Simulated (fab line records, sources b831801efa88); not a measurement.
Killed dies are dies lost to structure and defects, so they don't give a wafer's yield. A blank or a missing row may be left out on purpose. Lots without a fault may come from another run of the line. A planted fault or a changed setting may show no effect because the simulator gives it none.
One fault seen from 2 desks | flow sky130 | each desk has only its own numbers; what lay behind them comes last

THE METROLOGY DESK
What the gauges read, lot by lot, whatever tool the lot ran on: means of the sampled wafers that have a number. A lot is out of limits, marked OUT, if its mean lies more than 4 standard deviations from the usual mean; the brackets give that distance.
Columns: A = FIELD_ISO_OXIDATION_01_THK at SKY_FIELD_ISO_THK_MEAS_23, usual 10.05 nm; B = SD_N_TW at SKY_SD_N_TW_MEAS_12, usual 3952
lot  | first seen here | A     | B
L977 | day 2 10:57     | 9.92  | 3915
L978 | day 2 15:30     | 9.86  | 3912
L979 | day 2 19:35     | 9.87  | 3907
L981 | day 3 06:11     | 9.85  | 3960
L982 | day 3 10:34     | 10.12 | 3973
L983 | day 3 16:14     | 9.95  | 4006
L986 | day 4 07:31     | 9.71  | 3888
L987 | day 4 14:07     | 9.88  | 3981
L990 | day 5 07:29     | 10.08 | 3935
L991 | day 5 12:48     | 9.92  | 4003
L993 | day 5 20:01     | 9.88  | 3943
L995 | day 6 06:28     | 10.44 | 3967
L100 | day 7 08:02     | 10.18 | 3995
This desk's finding: nothing out of limits on any of the 13 lots.

THE TOOL OWNER'S DESK: implanter-04
The tool's own readings at SKY_LDD_N_IMPLANT_10: means of the sampled wafers that have a number, for each lot that ran on this tool. A lot is out of limits, marked OUT, if its mean lies more than 4 standard deviations from the usual mean; the brackets give that distance.
Columns: A = dose_ions_cm2 at SKY_LDD_N_IMPLANT_10, usual 7.499e+13; B = faraday_current_uA at SKY_LDD_N_IMPLANT_10, usual 423; C = rotation_deg at SKY_LDD_N_IMPLANT_10, usual 202.99 degrees
lot  | first seen here | A                           | B              | C
L978 | day 19 06:43    | 7.494e+13                   | 428            | 203.03
L982 | day 19 15:19    | 7.499e+13                   | 420            | 202.94
L990 | day 22 21:21    | 7.494e+13                   | 415            | 203.05
L991 | day 23 15:48    | 6.455e+13 (-99 or more) OUT | 355 (-8.4) OUT | 202.99
L995 | day 23 23:52    | 6.455e+13 (-99 or more) OUT | 371 (-6.5) OUT | 203.00
This desk's finding: out of limits on L991, L995; first on L991, day 23 15:48 (dose_ions_cm2 at SKY_LDD_N_IMPLANT_10). In limits: L978, L982, L990.

PUT TOGETHER
The tool owner's desk could have raised an alarm at day 23 15:48, on L991, L995.
The metrology desk saw nothing out of limits.
The metrology desk has L991, L995 on record, within its limits.
Of the lots named, all ran SKY_LDD_N_IMPLANT_10 on implanter-04.

WHAT THE SIMULATOR HAD PUT IN
Process parameter drift: implanter-04, from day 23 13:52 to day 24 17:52, at SKY_LDD_N_IMPLANT_10. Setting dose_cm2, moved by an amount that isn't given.
Lots struck among those shown: L991, L995.
Hours from the fault's start to each desk's first reading out of limits: the tool owner's desk, 2.
